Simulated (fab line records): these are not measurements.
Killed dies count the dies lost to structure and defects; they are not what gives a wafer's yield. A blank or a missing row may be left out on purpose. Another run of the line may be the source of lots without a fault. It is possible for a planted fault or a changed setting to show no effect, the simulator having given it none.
Matching of chambers	flow sky130	SKY_CONTACT_CMP_27 on cmp-01 has 4 sister chambers
The step polishes, stops on SiO2, t overpolish 15 s, target thk 0 nm. 4 wafers are shown with their chamber, then 11 later ones without.

WAFERS, EACH WITH ITS CHAMBER
wafer	chamber	motorCurrentA (A)
L081.5	1	10.8
L084.1	3	11.4
L084.6	0	9.7
L090.2	2	10.2

WAFERS WHOSE CHAMBER IS MISSING
wafer	motorCurrentA (A)
L090.3	10.6
L090.5	11.1
L093.1	10.7
L093.2	9.4
L093.4	11.1
L094.2	10.4
L094.3	11.0
L094.6	9.7
L095.3	10.3
L095.4	10.8
L095.5	11.4

WHICH CHAMBER EACH WENT THROUGH
wafer	from the rows above	in truth
L090.3	can't be placed: 1 or 2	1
L090.5	can't be placed: 1 or 3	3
L093.1	1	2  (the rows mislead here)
L093.2	0	0
L093.4	can't be placed: 1 or 3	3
L094.2	can't be placed: 2 or 1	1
L094.3	can't be placed: 1 or 3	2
L094.6	0	0
L095.3	2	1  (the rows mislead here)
L095.4	1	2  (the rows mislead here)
L095.5	3	3
Placed correctly: 3 of 11. From these rows, 5 cannot be placed; in 4 the true chamber is one of the candidates. Placed wrongly: 3.
How it was worked out, from the rows above alone: a wafer's distance from a chamber is the root of the sum, over the readings, of the square of ((its reading less the chamber's mean) divided by the reading's scatter). The wafer belongs to the nearest chamber; if the next one is less than 2 further off, it can't be placed. Each chamber's mean is taken over the wafers shown for it. The scatter: root of mean squared gap, hidden wafer to nearest shown wafer, with one shown wafer a chamber.
